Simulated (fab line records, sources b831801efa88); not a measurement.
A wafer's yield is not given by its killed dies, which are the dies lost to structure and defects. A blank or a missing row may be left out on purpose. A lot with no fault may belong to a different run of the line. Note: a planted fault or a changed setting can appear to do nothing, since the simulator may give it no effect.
Which of the tools did it? :: flow gf180mcu :: 24 lots, 72 wafers sampled, at 6 steps of a route of 602

WHAT THE GAUGES SHOWED, per wafer
GF_NSD_TW_MEAS_12. Usual: for NSD_TW the level is 4219 and the standard deviation is 42.
lot: L074
measured: day 13 07:59
on: filmMetro-03
NSD_TW: 4190 4205 4227
flag: 

lot: L075
measured: day 13 15:32
on: filmMetro-03
NSD_TW: 4207 4197 4193
flag: 

lot: L076
measured: day 14 01:20
on: filmMetro-03
NSD_TW: 4178 4188 4169
flag: 

lot: L077
measured: day 14 11:35
on: filmMetro-03
NSD_TW: 4184 4225 4213
flag: 

lot: L078
measured: day 14 18:34
on: filmMetro-01
NSD_TW: 4207 4242 4217
flag: 

lot: L079
measured: day 15 02:38
on: filmMetro-03
NSD_TW: 4182 4173 4145
flag: 

lot: L080
measured: day 15 07:22
on: filmMetro-04
NSD_TW: 4263 4249 4264
flag: 

lot: L081
measured: day 15 22:17
on: filmMetro-01
NSD_TW: 4220 4213 4195
flag: 

lot: L082
measured: day 15 22:41
on: filmMetro-01
NSD_TW: 4219 4259 4238
flag: 

lot: L083
measured: day 16 11:51
on: filmMetro-04
NSD_TW: 4250 4263 4242
flag: 

lot: L084
measured: day 16 19:23
on: filmMetro-01
NSD_TW: 4268 4260 4240
flag: 

lot: L085
measured: day 17 08:11
on: filmMetro-04
NSD_TW: 4286 4281 4298
flag: 

lot: L086
measured: day 17 11:50
on: filmMetro-04
NSD_TW: 4290 4295 4292
flag: 

lot: L087
measured: day 17 19:10
on: filmMetro-01
NSD_TW: 4240 4260 4250
flag: 

lot: L088
measured: day 18 07:32
on: filmMetro-03
NSD_TW: 4169 4168 4168
flag: 

lot: L089
measured: day 18 12:35
on: filmMetro-01
NSD_TW: 4243 4270 4238
flag: 

lot: L090
measured: day 18 18:14
on: filmMetro-03
NSD_TW: 4159 4172 4175
flag: 

lot: L091
measured: day 19 03:51
on: filmMetro-01
NSD_TW: 4278 4264 4247
flag: 

lot: L092
measured: day 19 11:02
on: filmMetro-03
NSD_TW: 4168 4159 4156
flag: 

lot: L093
measured: day 19 21:50
on: filmMetro-03
NSD_TW: 4146 4157 4146
flag: 

lot: L094
measured: day 20 08:46
on: filmMetro-03
NSD_TW: 4178 4226 4193
flag: 

lot: L095
measured: day 20 16:44
on: filmMetro-01
NSD_TW: 4242 4260 4259
flag: 

lot: L096
measured: day 20 21:06
on: filmMetro-03
NSD_TW: 4186 4197 4214
flag: 

lot: L097
measured: day 21 13:19
on: filmMetro-04
NSD_TW: 4237 4270 4252
flag: 

GF_TOP_METAL_RS_MEAS_05: measures by four-point-probe. Usual: for TOP_METAL_ALCU_RS the level is 0.0327 ohm/sq and the standard deviation is 0.00045.
lot: L074
measured: day 27 05:46
on: filmMetro-01
TOP_METAL_ALCU_RS (ohm/sq): 0.0331 0.0329 0.0334
flag: 

lot: L075
measured: day 27 13:20
on: filmMetro-02
TOP_METAL_ALCU_RS (ohm/sq): 0.0325 0.0327 0.0328
flag: 

lot: L076
measured: day 28 01:11
on: filmMetro-01
TOP_METAL_ALCU_RS (ohm/sq): 0.0319 0.0327 0.0323
flag: 

lot: L077
measured: day 28 09:02
on: filmMetro-03
TOP_METAL_ALCU_RS (ohm/sq): 0.0326 0.0321 0.0332
flag: 

lot: L078
measured: day 28 15:05
on: filmMetro-03
TOP_METAL_ALCU_RS (ohm/sq): 0.0326 0.0328 0.0327
flag: 

lot: L079
measured: day 29 00:23
on: filmMetro-03
TOP_METAL_ALCU_RS (ohm/sq): 0.0316 0.0325 0.0322
flag: 

lot: L080
measured: day 29 01:16
on: filmMetro-02
TOP_METAL_ALCU_RS (ohm/sq): 0.0326 0.0326 0.0329
flag: 

lot: L081
measured: day 29 15:41
on: filmMetro-01
TOP_METAL_ALCU_RS (ohm/sq): 0.0329 0.0325 0.0322
flag: 

lot: L082
measured: day 29 15:55
on: filmMetro-02
TOP_METAL_ALCU_RS (ohm/sq): 0.0337 0.0327 0.0339
flag: 

lot: L083
measured: day 30 05:34
on: filmMetro-03
TOP_METAL_ALCU_RS (ohm/sq): 0.0328 0.0329 0.0330
flag: 

lot: L084
measured: day 30 10:09
on: filmMetro-03
TOP_METAL_ALCU_RS (ohm/sq): 0.0325 0.0331 0.0331
flag: 

lot: L085
measured: day 30 20:26
on: filmMetro-02
TOP_METAL_ALCU_RS (ohm/sq): 0.0330 0.0329 0.0325
flag: 

lot: L086
measured: day 31 01:04
on: filmMetro-02
TOP_METAL_ALCU_RS (ohm/sq): 0.0328 0.0324 0.0330
flag: 

lot: L087
measured: day 31 04:07
on: filmMetro-03
TOP_METAL_ALCU_RS (ohm/sq): 0.0326 0.0323 0.0325
flag: 

lot: L088
measured: day 31 11:56
on: filmMetro-01
TOP_METAL_ALCU_RS (ohm/sq): 0.0332 0.0331 0.0328
flag: 

lot: L089
measured: day 31 16:59
on: filmMetro-03
TOP_METAL_ALCU_RS (ohm/sq): 0.0322 0.0328 0.0321
flag: 

lot: L090
measured: day 31 20:01
on: filmMetro-03
TOP_METAL_ALCU_RS (ohm/sq): 0.0324 0.0332 0.0324
flag: 

lot: L091
measured: day 32 03:48
on: filmMetro-03
TOP_METAL_ALCU_RS (ohm/sq): 0.0330 0.0330 0.0331
flag: 

lot: L092
measured: day 32 11:02
on: filmMetro-02
TOP_METAL_ALCU_RS (ohm/sq): 0.0320 0.0324 0.0325
flag: 

lot: L093
measured: day 32 18:13
on: filmMetro-02
TOP_METAL_ALCU_RS (ohm/sq): 0.0328 0.0324 0.0327
flag: 

lot: L094
measured: day 33 01:14
on: filmMetro-03
TOP_METAL_ALCU_RS (ohm/sq): 0.0332 0.0327 0.0327
flag: 

lot: L095
measured: day 33 04:08
on: filmMetro-03
TOP_METAL_ALCU_RS (ohm/sq): 0.0326 0.0331 0.0327
flag: 

lot: L096
measured: day 33 07:51
on: filmMetro-03
TOP_METAL_ALCU_RS (ohm/sq): 0.0322 0.0325 0.0331
flag: 

lot: L097
measured: day 33 17:53
on: filmMetro-03
TOP_METAL_ALCU_RS (ohm/sq): 0.0331 0.0326 0.0335
flag: 

WHICH TOOL RAN EACH LOT (tool, then ch and the chambers of the sampled wafers, then the start)
lot: L074
GF_STI_ETCH_13: rieDiel-04 ch 0,2, day 2 01:24
GF_NWELL_STRIP_10: plasmaAsher-01 ch 1, day 3 07:37
GF_V2_STRIP_18: plasmaAsher-03 ch 0,1, day 20 06:28
GF_MIM_SPUTTER_09: pvdSputter-01, day 24 11:01

lot: L075
GF_STI_ETCH_13: rieDiel-04 ch 0,3, day 2 06:30
GF_NWELL_STRIP_10: plasmaAsher-03 ch 0, day 3 13:08
GF_V2_STRIP_18: plasmaAsher-04 ch 1, day 20 15:19
GF_MIM_SPUTTER_09: pvdSputter-01, day 24 19:34

lot: L076
GF_STI_ETCH_13: rieDiel-04 ch 0,1,2, day 2 11:28
GF_NWELL_STRIP_10: plasmaAsher-03 ch 0,1, day 3 17:49
GF_V2_STRIP_18: plasmaAsher-03 ch 0, day 21 03:10
GF_MIM_SPUTTER_09: pvdSputter-02, day 25 06:57

lot: L077
GF_STI_ETCH_13: rieDiel-02 ch 0,1,3, day 2 17:03
GF_NWELL_STRIP_10: plasmaAsher-03 ch 0,1, day 4 00:43
GF_V2_STRIP_18: plasmaAsher-02 ch 0,1, day 21 13:33
GF_MIM_SPUTTER_09: pvdSputter-02, day 25 16:07

lot: L078
GF_STI_ETCH_13: rieDiel-04 ch 0,1, day 2 22:36
GF_NWELL_STRIP_10: plasmaAsher-03 ch 0,1, day 4 05:12
GF_V2_STRIP_18: plasmaAsher-03 ch 0,1, day 21 22:31
GF_MIM_SPUTTER_09: pvdSputter-01, day 25 22:49

lot: L079
GF_STI_ETCH_13: rieDiel-04 ch 0,1, day 3 02:52
GF_NWELL_STRIP_10: plasmaAsher-04 ch 0,1, day 4 10:49
GF_V2_STRIP_18: plasmaAsher-04 ch 0, day 22 08:45
GF_MIM_SPUTTER_09: pvdSputter-04, day 26 08:50

lot: L080
GF_STI_ETCH_13: rieDiel-02 ch 1,2,3, day 3 08:22
GF_NWELL_STRIP_10: plasmaAsher-04 ch 0,1, day 4 15:26
GF_V2_STRIP_18: plasmaAsher-03 ch 0,1, day 22 10:44
GF_MIM_SPUTTER_09: pvdSputter-04, day 26 09:48

lot: L081
GF_STI_ETCH_13: rieDiel-04 ch 0,1,2, day 3 14:42
GF_NWELL_STRIP_10: plasmaAsher-04 ch 0,1, day 4 23:04
GF_V2_STRIP_18: plasmaAsher-02 ch 0,1, day 23 04:01
GF_MIM_SPUTTER_09: pvdSputter-04, day 27 00:52

lot: L082
GF_STI_ETCH_13: rieDiel-04 ch 0,3, day 3 19:15
GF_NWELL_STRIP_10: plasmaAsher-03 ch 0,1, day 5 02:16
GF_V2_STRIP_18: plasmaAsher-03 ch 0,1, day 23 04:40
GF_MIM_SPUTTER_09: pvdSputter-04, day 27 02:26

lot: L083
GF_STI_ETCH_13: rieDiel-04 ch 0,1, day 4 00:07
GF_NWELL_STRIP_10: plasmaAsher-01 ch 0,1, day 5 08:28
GF_V2_STRIP_18: plasmaAsher-02 ch 0,1, day 23 19:17
GF_MIM_SPUTTER_09: pvdSputter-01, day 27 15:03

lot: L084
GF_STI_ETCH_13: rieDiel-03 ch 0,1,3, day 4 04:34
GF_NWELL_STRIP_10: plasmaAsher-04 ch 0,1, day 5 14:13
GF_V2_STRIP_18: plasmaAsher-02 ch 0,1, day 24 00:43
GF_MIM_SPUTTER_09: pvdSputter-04, day 27 20:07

lot: L085
GF_STI_ETCH_13: rieDiel-02 ch 2,3, day 4 10:25
GF_NWELL_STRIP_10: plasmaAsher-03 ch 0,1, day 5 21:01
GF_V2_STRIP_18: plasmaAsher-03 ch 0,1, day 24 14:42
GF_MIM_SPUTTER_09: pvdSputter-02, day 28 09:34

lot: L086
GF_STI_ETCH_13: rieDiel-03 ch 0,1,3, day 4 16:15
GF_NWELL_STRIP_10: plasmaAsher-01 ch 0,1, day 6 01:49
GF_V2_STRIP_18: plasmaAsher-04 ch 0,1, day 24 17:22
GF_MIM_SPUTTER_09: pvdSputter-02, day 28 12:43

lot: L087
GF_STI_ETCH_13: rieDiel-03 ch 2,3, day 4 20:25
GF_NWELL_STRIP_10: plasmaAsher-03 ch 0,1, day 6 06:56
GF_V2_STRIP_18: plasmaAsher-03 ch 0,1, day 24 23:05
GF_MIM_SPUTTER_09: pvdSputter-02, day 28 16:16

lot: L088
GF_STI_ETCH_13: rieDiel-02 ch 0,2,3, day 5 03:25
GF_NWELL_STRIP_10: plasmaAsher-03 ch 0,1, day 6 13:43
GF_V2_STRIP_18: plasmaAsher-04 ch 0,1, day 25 09:43
GF_MIM_SPUTTER_09: pvdSputter-02, day 29 02:01

lot: L089
GF_STI_ETCH_13: rieDiel-04 ch 0,2,3, day 5 07:09
GF_NWELL_STRIP_10: plasmaAsher-01 ch 0,1, day 6 17:46
GF_V2_STRIP_18: plasmaAsher-02 ch 1, day 25 14:06
GF_MIM_SPUTTER_09: pvdSputter-02, day 29 07:36

lot: L090
GF_STI_ETCH_13: rieDiel-02 ch 2,3, day 5 11:54
GF_NWELL_STRIP_10: plasmaAsher-01 ch 0,1, day 6 22:55
GF_V2_STRIP_18: plasmaAsher-04 ch 0,1, day 25 18:50
GF_MIM_SPUTTER_09: pvdSputter-01, day 29 10:52

lot: L091
GF_STI_ETCH_13: rieDiel-03 ch 0,1,3, day 5 17:19
GF_NWELL_STRIP_10: plasmaAsher-01 ch 1, day 7 04:27
GF_V2_STRIP_18: plasmaAsher-04 ch 0,1, day 26 05:16
GF_MIM_SPUTTER_09: pvdSputter-01, day 29 19:41

lot: L092
GF_STI_ETCH_13: rieDiel-02 ch 0,2, day 5 23:19
GF_NWELL_STRIP_10: plasmaAsher-04 ch 0,1, day 7 10:19
GF_V2_STRIP_18: plasmaAsher-03 ch 0,1, day 26 11:25
GF_MIM_SPUTTER_09: pvdSputter-01, day 30 02:40

lot: L093
GF_STI_ETCH_13: rieDiel-04 ch 1,2,3, day 6 03:04
GF_NWELL_STRIP_10: plasmaAsher-04 ch 0,1, day 7 15:37
GF_V2_STRIP_18: plasmaAsher-02 ch 0,1, day 26 20:24
GF_MIM_SPUTTER_09: pvdSputter-02, day 30 10:23

lot: L094
GF_STI_ETCH_13: rieDiel-02 ch 0,2, day 6 09:49
GF_NWELL_STRIP_10: plasmaAsher-01 ch 0,1, day 7 22:19
GF_V2_STRIP_18: plasmaAsher-04 ch 1, day 27 05:25
GF_MIM_SPUTTER_09: pvdSputter-02, day 30 18:34

lot: L095
GF_STI_ETCH_13: rieDiel-03 ch 0,1,2, day 6 14:58
GF_NWELL_STRIP_10: plasmaAsher-04 ch 0,1, day 8 03:28
GF_V2_STRIP_18: plasmaAsher-02 ch 0,1, day 27 11:17
GF_MIM_SPUTTER_09: pvdSputter-01, day 30 22:34

lot: L096
GF_STI_ETCH_13: rieDiel-03 ch 1,2, day 6 18:55
GF_NWELL_STRIP_10: plasmaAsher-03 ch 0,1, day 8 07:18
GF_V2_STRIP_18: plasmaAsher-02 ch 0,1, day 27 14:17
GF_MIM_SPUTTER_09: pvdSputter-04, day 31 01:58

lot: L097
GF_STI_ETCH_13: rieDiel-02 ch 0,1,3, day 7 04:19
GF_NWELL_STRIP_10: plasmaAsher-01 ch 0,1, day 8 18:55
GF_V2_STRIP_18: plasmaAsher-02 ch 0,1, day 28 04:09
GF_MIM_SPUTTER_09: pvdSputter-02, day 31 14:04
- GF_STI_ETCH_13: etches the open film in CHF3/O2, stops on Si, target depth 282.31 nm, time 112.9 s.
- GF_NWELL_STRIP_10: strips in O2/N2.
- GF_V2_STRIP_18: strips in O2/N2.
- GF_MIM_SPUTTER_09: material TiN, target thk 35 nm, time 29.2 s.

AS READ BY THE TOOLS THEMSELVES (means over the sampled wafers that have a number; for cases with no such wafer, the mark the record gives instead)
GF_STI_ETCH_13. Usual: drypumpMotorCurrentA 5.6 A, standard deviation 0.39; oesProductAu 0.836 a.u., standard deviation 0.006; throttleValvePct 8.812 %, standard deviation 0.0084.
lot: L074
tool: rieDiel-04
drypumpMotorCurrentA (A): 5.3
oesProductAu (a.u.): 0.833
throttleValvePct (%): 8.809
flag: 

lot: L075
tool: rieDiel-04
drypumpMotorCurrentA (A): 5.4
oesProductAu (a.u.): 0.830
throttleValvePct (%): 8.814
flag: 

lot: L076
tool: rieDiel-04
drypumpMotorCurrentA (A): 5.6
oesProductAu (a.u.): 0.840
throttleValvePct (%): 8.809
flag: 

lot: L077
tool: rieDiel-02
drypumpMotorCurrentA (A): 5.8
oesProductAu (a.u.): 0.841
throttleValvePct (%): 8.814
flag: 

lot: L078
tool: rieDiel-04
drypumpMotorCurrentA (A): 5.9
oesProductAu (a.u.): 0.834
throttleValvePct (%): 8.816
flag: 

lot: L079
tool: rieDiel-04
drypumpMotorCurrentA (A): 5.6
oesProductAu (a.u.): 0.836
throttleValvePct (%): 8.794
flag: 

lot: L080
tool: rieDiel-02
drypumpMotorCurrentA (A): 5.4
oesProductAu (a.u.): 0.848
throttleValvePct (%): 8.813
flag: 

lot: L081
tool: rieDiel-04
drypumpMotorCurrentA (A): 5.6
oesProductAu (a.u.): 0.836
throttleValvePct (%): 8.815
flag: 

lot: L082
tool: rieDiel-04
drypumpMotorCurrentA (A): 5.4
oesProductAu (a.u.): 0.833
throttleValvePct (%): 8.816
flag: 

lot: L083
tool: rieDiel-04
drypumpMotorCurrentA (A): 5.9
oesProductAu (a.u.): 0.832
throttleValvePct (%): 8.813
flag: 

lot: L084
tool: rieDiel-03
drypumpMotorCurrentA (A): 5.6
oesProductAu (a.u.): 0.839
throttleValvePct (%): 8.811
flag: 

lot: L085
tool: rieDiel-02
drypumpMotorCurrentA (A): 5.5
oesProductAu (a.u.): 0.839
throttleValvePct (%): 8.810
flag: 

lot: L086
tool: rieDiel-03
drypumpMotorCurrentA (A): 5.6
oesProductAu (a.u.): 0.836
throttleValvePct (%): 8.812
flag: 

lot: L087
tool: rieDiel-03
drypumpMotorCurrentA (A): 5.9
oesProductAu (a.u.): 0.834
throttleValvePct (%): 8.812
flag: 

lot: L088
tool: rieDiel-02
drypumpMotorCurrentA (A): 5.6
oesProductAu (a.u.): 0.836
throttleValvePct (%): 8.811
flag: 

lot: L089
tool: rieDiel-04
drypumpMotorCurrentA (A): 5.3
oesProductAu (a.u.): 0.826
throttleValvePct (%): 8.809
flag: 

lot: L090
tool: rieDiel-02
drypumpMotorCurrentA (A): 5.5
oesProductAu (a.u.): 0.835
throttleValvePct (%): 8.813
flag: 

lot: L091
tool: rieDiel-03
drypumpMotorCurrentA (A): 5.5
oesProductAu (a.u.): 0.828
throttleValvePct (%): 8.814
flag: 

lot: L092
tool: rieDiel-02
drypumpMotorCurrentA (A): 5.2
oesProductAu (a.u.): 0.836
throttleValvePct (%): 8.806
flag: 

lot: L093
tool: rieDiel-04
drypumpMotorCurrentA (A): 5.6
oesProductAu (a.u.): 0.831
throttleValvePct (%): 8.814
flag: 

lot: L094
tool: rieDiel-02
drypumpMotorCurrentA (A): 5.5
oesProductAu (a.u.): 0.833
throttleValvePct (%): 8.810
flag: 

lot: L095
tool: rieDiel-03
drypumpMotorCurrentA (A): 5.8
oesProductAu (a.u.): 0.846
throttleValvePct (%): 8.816
flag: 

lot: L096
tool: rieDiel-03
drypumpMotorCurrentA (A): 5.8
oesProductAu (a.u.): 0.835
throttleValvePct (%): 8.808
flag: 

lot: L097
tool: rieDiel-02
drypumpMotorCurrentA (A): 5.8
oesProductAu (a.u.): 0.834
throttleValvePct (%): 8.808
flag: 

GF_NWELL_STRIP_10. Usual: drypumpMotorCurrentA 5.8 A, standard deviation 0.46; heaterPowerW 337 W, standard deviation 26; n2FlowSccm 300.1 sccm, standard deviation 0.88; oesProductAu 0.723 a.u., standard deviation 0.0045; stripTimeToEndpointS 37.00 s, standard deviation 0.11.
lot: L074
tool: plasmaAsher-01
drypumpMotorCurrentA (A): 6.1
heaterPowerW (W): 343
n2FlowSccm (sccm): 299.9
oesProductAu (a.u.): 0.725
stripTimeToEndpointS (s): 37.08
flag: 

lot: L075
tool: plasmaAsher-03
drypumpMotorCurrentA (A): 6.6
heaterPowerW (W): 306
n2FlowSccm (sccm): 299.3
oesProductAu (a.u.): 0.727
stripTimeToEndpointS (s): 36.93
flag: 

lot: L076
tool: plasmaAsher-03
drypumpMotorCurrentA (A): 6.2
heaterPowerW (W): 324
n2FlowSccm (sccm): 300.5
oesProductAu (a.u.): 0.719
stripTimeToEndpointS (s): 36.89
flag: 

lot: L077
tool: plasmaAsher-03
drypumpMotorCurrentA (A): 5.7
heaterPowerW (W): 338
n2FlowSccm (sccm): 301.0
oesProductAu (a.u.): 0.723
stripTimeToEndpointS (s): 36.97
flag: 

lot: L078
tool: plasmaAsher-03
drypumpMotorCurrentA (A): 5.7
heaterPowerW (W): 336
n2FlowSccm (sccm): 300.3
oesProductAu (a.u.): 0.726
stripTimeToEndpointS (s): 36.93
flag: 

lot: L079
tool: plasmaAsher-04
drypumpMotorCurrentA (A): 5.4
heaterPowerW (W): 354
n2FlowSccm (sccm): 299.2
oesProductAu (a.u.): 0.726
stripTimeToEndpointS (s): 37.06
flag: 

lot: L080
tool: plasmaAsher-04
drypumpMotorCurrentA (A): 5.3
heaterPowerW (W): 358
n2FlowSccm (sccm): 299.1
oesProductAu (a.u.): 0.718
stripTimeToEndpointS (s): 36.91
flag: 

lot: L081
tool: plasmaAsher-04
drypumpMotorCurrentA (A): 5.3
heaterPowerW (W): 351
n2FlowSccm (sccm): 300.0
oesProductAu (a.u.): 0.722
stripTimeToEndpointS (s): 37.08
flag: 

lot: L082
tool: plasmaAsher-03
drypumpMotorCurrentA (A): 5.8
heaterPowerW (W): 349
n2FlowSccm (sccm): 299.6
oesProductAu (a.u.): 0.725
stripTimeToEndpointS (s): 36.74
flag: 

lot: L083
tool: plasmaAsher-01
drypumpMotorCurrentA (A): 5.9
heaterPowerW (W): 306
n2FlowSccm (sccm): 300.4
oesProductAu (a.u.): 0.722
stripTimeToEndpointS (s): 36.96
flag: 

lot: L084
tool: plasmaAsher-04
drypumpMotorCurrentA (A): 5.3
heaterPowerW (W): 367
n2FlowSccm (sccm): 300.5
oesProductAu (a.u.): 0.722
stripTimeToEndpointS (s): 36.91
flag: 

lot: L085
tool: plasmaAsher-03
drypumpMotorCurrentA (A): 6.1
heaterPowerW (W): 325
n2FlowSccm (sccm): 300.1
oesProductAu (a.u.): 0.719
stripTimeToEndpointS (s): 36.95
flag: 

lot: L086
tool: plasmaAsher-01
drypumpMotorCurrentA (A): 5.9
heaterPowerW (W): 314
n2FlowSccm (sccm): 300.4
oesProductAu (a.u.): 0.718
stripTimeToEndpointS (s): 37.32
flag: 

lot: L087
tool: plasmaAsher-03
drypumpMotorCurrentA (A): 6.2
heaterPowerW (W): 325
n2FlowSccm (sccm): 300.0
oesProductAu (a.u.): 0.718
stripTimeToEndpointS (s): 37.12
flag: 

lot: L088
tool: plasmaAsher-03
drypumpMotorCurrentA (A): 5.8
heaterPowerW (W): 342
n2FlowSccm (sccm): 300.9
oesProductAu (a.u.): 0.722
stripTimeToEndpointS (s): 36.86
flag: 

lot: L089
tool: plasmaAsher-01
drypumpMotorCurrentA (A): 5.9
heaterPowerW (W): 317
n2FlowSccm (sccm): 299.7
oesProductAu (a.u.): 0.724
stripTimeToEndpointS (s): 37.02
flag: 

lot: L090
tool: plasmaAsher-01
drypumpMotorCurrentA (A): 5.9
heaterPowerW (W): 316
n2FlowSccm (sccm): 299.5
oesProductAu (a.u.): 0.723
stripTimeToEndpointS (s): 37.09
flag: 

lot: L091
tool: plasmaAsher-01
drypumpMotorCurrentA (A): 6.0
heaterPowerW (W): 355
n2FlowSccm (sccm): 300.3
oesProductAu (a.u.): 0.724
stripTimeToEndpointS (s): 37.05
flag: 

lot: L092
tool: plasmaAsher-04
drypumpMotorCurrentA (A): 5.3
heaterPowerW (W): 355
n2FlowSccm (sccm): 300.1
oesProductAu (a.u.): 0.722
stripTimeToEndpointS (s): 37.01
flag: 

lot: L093
tool: plasmaAsher-04
drypumpMotorCurrentA (A): 5.4
heaterPowerW (W): 364
n2FlowSccm (sccm): 299.9
oesProductAu (a.u.): 0.719
stripTimeToEndpointS (s): 36.93
flag: 

lot: L094
tool: plasmaAsher-01
drypumpMotorCurrentA (A): 5.9
heaterPowerW (W): 319
n2FlowSccm (sccm): 300.1
oesProductAu (a.u.): 0.725
stripTimeToEndpointS (s): 37.03
flag: 

lot: L095
tool: plasmaAsher-04
drypumpMotorCurrentA (A): 5.3
heaterPowerW (W): 353
n2FlowSccm (sccm): 299.8
oesProductAu (a.u.): 0.723
stripTimeToEndpointS (s): 36.99
flag: 

lot: L096
tool: plasmaAsher-03
drypumpMotorCurrentA (A): 5.8
heaterPowerW (W): 340
n2FlowSccm (sccm): 300.6
oesProductAu (a.u.): 0.718
stripTimeToEndpointS (s): 36.98
flag: 

lot: L097
tool: plasmaAsher-01
drypumpMotorCurrentA (A): 5.9
heaterPowerW (W): 323
n2FlowSccm (sccm): 300.2
oesProductAu (a.u.): 0.721
stripTimeToEndpointS (s): 36.95
flag: 

GF_V2_STRIP_18. Usual: drypumpMotorCurrentA 5.5 A, standard deviation 0.48; heaterPowerW 334 W, standard deviation 28; n2FlowSccm 299.8 sccm, standard deviation 0.83; oesProductAu 0.592 a.u., standard deviation 0.0051.
lot: L074
tool: plasmaAsher-03
drypumpMotorCurrentA (A): 5.7
heaterPowerW (W): 343
n2FlowSccm (sccm): 299.5
oesProductAu (a.u.): 0.590
flag: 

lot: L075
tool: plasmaAsher-04
drypumpMotorCurrentA (A): 5.3
heaterPowerW (W): 385
n2FlowSccm (sccm): 299.3
oesProductAu (a.u.): 0.592
flag: 

lot: L076
tool: plasmaAsher-03
drypumpMotorCurrentA (A): 6.6
heaterPowerW (W): 305
n2FlowSccm (sccm): 299.7
oesProductAu (a.u.): 0.590
flag: 

lot: L077
tool: plasmaAsher-02
drypumpMotorCurrentA (A): 5.2
heaterPowerW (W): 323
n2FlowSccm (sccm): 300.1
oesProductAu (a.u.): 0.595
flag: 

lot: L078
tool: plasmaAsher-03
drypumpMotorCurrentA (A): 5.8
heaterPowerW (W): 344
n2FlowSccm (sccm): 299.8
oesProductAu (a.u.): 0.598
flag: 

lot: L079
tool: plasmaAsher-04
drypumpMotorCurrentA (A): 5.4
heaterPowerW (W): 325
n2FlowSccm (sccm): 298.9
oesProductAu (a.u.): 0.597
flag: 

lot: L080
tool: plasmaAsher-03
drypumpMotorCurrentA (A): 5.8
heaterPowerW (W): 350
n2FlowSccm (sccm): 299.8
oesProductAu (a.u.): 0.591
flag: 

lot: L081
tool: plasmaAsher-02
drypumpMotorCurrentA (A): 5.2
heaterPowerW (W): 328
n2FlowSccm (sccm): 300.3
oesProductAu (a.u.): 0.597
flag: 

lot: L082
tool: plasmaAsher-03
drypumpMotorCurrentA (A): 6.2
heaterPowerW (W): 321
n2FlowSccm (sccm): 299.2
oesProductAu (a.u.): 0.592
flag: 

lot: L083
tool: plasmaAsher-02
drypumpMotorCurrentA (A): 5.2
heaterPowerW (W): 323
n2FlowSccm (sccm): 299.9
oesProductAu (a.u.): 0.593
flag: 

lot: L084
tool: plasmaAsher-02
drypumpMotorCurrentA (A): 5.2
heaterPowerW (W): 317
n2FlowSccm (sccm): 300.3
oesProductAu (a.u.): 0.596
flag: 

lot: L085
tool: plasmaAsher-03
drypumpMotorCurrentA (A): 5.8
heaterPowerW (W): 343
n2FlowSccm (sccm): 300.1
oesProductAu (a.u.): 0.589
flag: 

lot: L086
tool: plasmaAsher-04
drypumpMotorCurrentA (A): 5.3
heaterPowerW (W): 366
n2FlowSccm (sccm): 300.2
oesProductAu (a.u.): 0.595
flag: 

lot: L087
tool: plasmaAsher-03
drypumpMotorCurrentA (A): 6.2
heaterPowerW (W): 325
n2FlowSccm (sccm): 299.4
oesProductAu (a.u.): 0.591
flag: 

lot: L088
tool: plasmaAsher-04
drypumpMotorCurrentA (A): 5.3
heaterPowerW (W): 363
n2FlowSccm (sccm): 299.6
oesProductAu (a.u.): 0.593
flag: 

lot: L089
tool: plasmaAsher-02
drypumpMotorCurrentA (A): 5.2
heaterPowerW (W): 310
n2FlowSccm (sccm): 300.7
oesProductAu (a.u.): 0.586
flag: 

lot: L090
tool: plasmaAsher-04
drypumpMotorCurrentA (A): 5.4
heaterPowerW (W): 340
n2FlowSccm (sccm): 299.4
oesProductAu (a.u.): 0.589
flag: 

lot: L091
tool: plasmaAsher-04
drypumpMotorCurrentA (A): 5.4
heaterPowerW (W): 345
n2FlowSccm (sccm): 300.1
oesProductAu (a.u.): 0.589
flag: 

lot: L092
tool: plasmaAsher-03
drypumpMotorCurrentA (A): 5.8
heaterPowerW (W): 342
n2FlowSccm (sccm): 300.4
oesProductAu (a.u.): 0.600
flag: 

lot: L093
tool: plasmaAsher-02
drypumpMotorCurrentA (A): 5.2
heaterPowerW (W): 318
n2FlowSccm (sccm): 299.8
oesProductAu (a.u.): 0.589
flag: 

lot: L094
tool: plasmaAsher-04
drypumpMotorCurrentA (A): 5.3
heaterPowerW (W): 385
n2FlowSccm (sccm): 299.9
oesProductAu (a.u.): 0.594
flag: 

lot: L095
tool: plasmaAsher-02
drypumpMotorCurrentA (A): 5.2
heaterPowerW (W): 323
n2FlowSccm (sccm): 300.4
oesProductAu (a.u.): 0.589
flag: 

lot: L096
tool: plasmaAsher-02
drypumpMotorCurrentA (A): 5.2
heaterPowerW (W): 326
n2FlowSccm (sccm): 300.2
oesProductAu (a.u.): 0.591
flag: 

lot: L097
tool: plasmaAsher-02
drypumpMotorCurrentA (A): 5.2
heaterPowerW (W): 317
n2FlowSccm (sccm): 300.0
oesProductAu (a.u.): 0.594
flag: 

GF_MIM_SPUTTER_09. Usual: throttleValvePct 30.1 %, standard deviation 0.86.
lot: L074
tool: pvdSputter-01
throttleValvePct (%): 30.3
flag: 

lot: L075
tool: pvdSputter-01
throttleValvePct (%): 30.1
flag: 

lot: L076
tool: pvdSputter-02
throttleValvePct (%): 30.0
flag: 

lot: L077
tool: pvdSputter-02
throttleValvePct (%): 30.4
flag: 

lot: L078
tool: pvdSputter-01
throttleValvePct (%): 30.3
flag: 

lot: L079
tool: pvdSputter-04
throttleValvePct (%): 28.4
flag: 

lot: L080
tool: pvdSputter-04
throttleValvePct (%): 31.1
flag: 

lot: L081
tool: pvdSputter-04
throttleValvePct (%): 30.1
flag: 

lot: L082
tool: pvdSputter-04
throttleValvePct (%): 28.6
flag: 

lot: L083
tool: pvdSputter-01
throttleValvePct (%): 29.8
flag: 

lot: L084
tool: pvdSputter-04
throttleValvePct (%): 29.7
flag: 

lot: L085
tool: pvdSputter-02
throttleValvePct (%): 29.8
flag: 

lot: L086
tool: pvdSputter-02
throttleValvePct (%): 29.7
flag: 

lot: L087
tool: pvdSputter-02
throttleValvePct (%): 30.3
flag: 

lot: L088
tool: pvdSputter-02
throttleValvePct (%): 29.7
flag: 

lot: L089
tool: pvdSputter-02
throttleValvePct (%): 30.3
flag: 

lot: L090
tool: pvdSputter-01
throttleValvePct (%): 29.8
flag: 

lot: L091
tool: pvdSputter-01
throttleValvePct (%): 30.7
flag: 

lot: L092
tool: pvdSputter-01
throttleValvePct (%): 30.5
flag: 

lot: L093
tool: pvdSputter-02
throttleValvePct (%): 29.7
flag: 

lot: L094
tool: pvdSputter-02
throttleValvePct (%): 30.2
flag: 

lot: L095
tool: pvdSputter-01
throttleValvePct (%): 30.0
flag: 

lot: L096
tool: pvdSputter-04
throttleValvePct (%): 29.3
flag: 

lot: L097
tool: pvdSputter-02
throttleValvePct (%): 30.3
flag: 

THE ANSWER, worked out from the rows above alone
Rule: a lot is off if the mean of its wafers that have a number lies more than 3 standard deviations from the usual mean. Also off: a lot with no number at a reading for which 4 or more lots have one. Any other lot the step has rows for is counted as sound. First the gauges in route order, then the tools' own readings, where a lot's mean is used as printed above. The first step at which some lot is off is used, and at that step the reading that is off furthest; a lot without a number counts as furthest.
No lot is off at any reading shown: from this, nothing can be told.

WHAT THE SIMULATOR HAD PUT IN
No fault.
